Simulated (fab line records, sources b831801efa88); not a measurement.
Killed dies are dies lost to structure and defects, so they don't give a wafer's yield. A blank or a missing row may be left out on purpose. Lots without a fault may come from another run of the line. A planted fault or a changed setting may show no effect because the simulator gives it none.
A struck lot beside a sound one | flow sky130 | 16 steps out of a route of 708
Sound: wafers L211.1, L211.2, L211.5. Struck: wafer L214.3. (L214.2, L214.6 of the same lot were not struck and are left out.) The cause comes at the end.
At each step with rows: each side's tool, then ch and its chambers, then its first start. Under that, the readings that differ: sound wafers | struck wafers | difference of the means | sigmas: that difference in standard deviations of wafers without a fault.
alike: readings whose means differ by less than 2 such deviations, and words and numbers that are the same on both sides. not compared: withheld readings, readings that some wafer has no value for, bounds like >300 that may hide the same value, and numbers for which the record gives no deviation and whose values overlap.
The two part at a step that has a row with sigmas, a row that says differs or no value, or rows on one side only. Numbers that don't overlap but have no deviation are shown without sigmas and don't part them. A reading that every wafer of one side lacks parts them only if that side has two wafers or more.

first, 7 steps without rows for these wafers: SKY_METAL3_HMDS_06 (prime time 60 s); SKY_METAL3_COAT_07 (resist thk 60 nm); SKY_METAL3_COAT_08 (resist thk 1140 nm); SKY_METAL3_SOFTBAKE_09 (time 90 s); SKY_METAL3_EXPOSE_10 (exposes mask MM3, target cd 300 nm); SKY_METAL3_PEB_11; SKY_METAL3_DEVELOP_12 (develop time 62.18 s).
SKY_METAL3_CD_MEAS_13: target cd 300 nm.
  sound on cd_sem-01, day 39 10:45; struck on cd_sem-02, day 40 09:54
  alike: cd_nm
SKY_METAL3_OVL_MEAS_14:
  sound on overlay-01, day 39 10:52; struck on overlay-02, day 40 10:01
  alike: METAL3_OVL
SKY_METAL3_DESCUM_15: chemistry O2, time 8 s.
  sound on rie_metal-03 ch 0,1, day 39 10:55; struck on rie_metal-03 ch 1, day 40 10:02
  alike: drypump_motor_current_A, he_backside_leak_sccm, oes_product_au, rf_fwd_power_W
  not compared: rf_hours_counter_h
SKY_METAL3_ETCH_16: etches BARC in N2/H2, stops on SiO2, time 88.2 s, target depth 60 nm.
  sound on rie_metal-03 ch 0,1, day 39 10:56; struck on rie_metal-03 ch 1, day 40 10:04
  alike: drypump_motor_current_A, he_backside_leak_sccm, oes_product_au, rf_fwd_power_W, throttle_valve_pct
  not compared: rf_hours_counter_h
SKY_METAL3_ETCH_17: etches SiO2 in C4F8/O2/Ar, stops on TiN, time 3.9 s, target depth 15 nm.
  sound on rie_diel-02 ch 1,3, day 39 11:02; struck on rie_diel-01 ch 2, day 40 10:10
  alike: oes_product_au, rf_fwd_power_W
  not compared: rf_hours_counter_h
SKY_METAL3_METAL_ETCH_18: etches the open film in Cl2/BCl3, stops on SiO2, target depth 845 nm, time 183.1 s.
  sound on rie_metal-02 ch 0,1, day 39 11:04; struck on rie_metal-02 ch 0, day 40 10:11
  reading                                       | sound             | struck | difference | sigmas
  model.KrF-thick_of_METAL3_COAT_08.thk_nm (nm) | 546.2 519.5 521.6 | 263.8  | -265.3     |
  model.METAL3.cd_nm (nm)                       | 309.8 306 304.9   | 276.5  | -30.4      |
  model.SiO2_of_VIA2_HDPCVD_00.thk_nm (nm)      | 464.4 465.9 467.2 | 454.4  | -11.4      |
  alike: drypump_motor_current_A, he_backside_leak_sccm, mfc_cl2_sccm, oes_product_au, rf_fwd_power_W, throttle_valve_pct
  not compared: rf_hours_counter_h
SKY_METAL3_STRIP_19: strips in O2/N2.
  sound on plasma_asher-02 ch 0,1, day 39 11:14; struck on plasma_asher-02 ch 1, day 40 10:22
  reading                      | sound             | struck | difference | sigmas
  oes_product_au (a.u.)        | 0.511 0.500 0.500 | 0.386  | -0.118     | -15
  strip_time_to_endpoint_s (s) | 6.72 6.46 6.49    | 3.84   | -2.72      | -19
  alike: drypump_motor_current_A
  not compared: rf_hours_counter_h
then, 1 step without rows for these wafers: SKY_METAL3_STRIP_20 (strips in post etch residue remover, time 1200 s).
-- the record jumps here: 7 days lie between the struck wafers' starts before and after (it left off in module METAL3 and takes up again in module PAD_OPEN, whose first step shown is number 708 of the route) --
SKY_PAD_OPEN_PROBE_99:
  sound on prober-02, day 46 11:40; struck on prober-01, day 47 06:36
  reading                        | sound             | struck | difference | sigmas
  model.etest.met3.width_nm (nm) | 311.9 305.9 304.2 | 275.8  | -31.5      |
  model.etest.met3.line_ohm_um   | 0.134 0.14 0.1364 | 0.1575 | +0.0207    |
  alike: defect_limited_yield, killed_at_M0_to_M3, killed_at_M4_up, killed_at_contacts, killed_at_front_end, killed_at_other, killed_dies, killed_open, killed_short, sort_bin_3_pad_short, sort_bin_5_function, sort_bin_6_memory, sort_n_pass, sort_yield_pct

WHERE THEY PART
Only at SKY_METAL3_STRIP_19, within this record. Later steps at which nothing parts them and some readings are alike: SKY_PAD_OPEN_PROBE_99.

WHY: what the simulator had put in
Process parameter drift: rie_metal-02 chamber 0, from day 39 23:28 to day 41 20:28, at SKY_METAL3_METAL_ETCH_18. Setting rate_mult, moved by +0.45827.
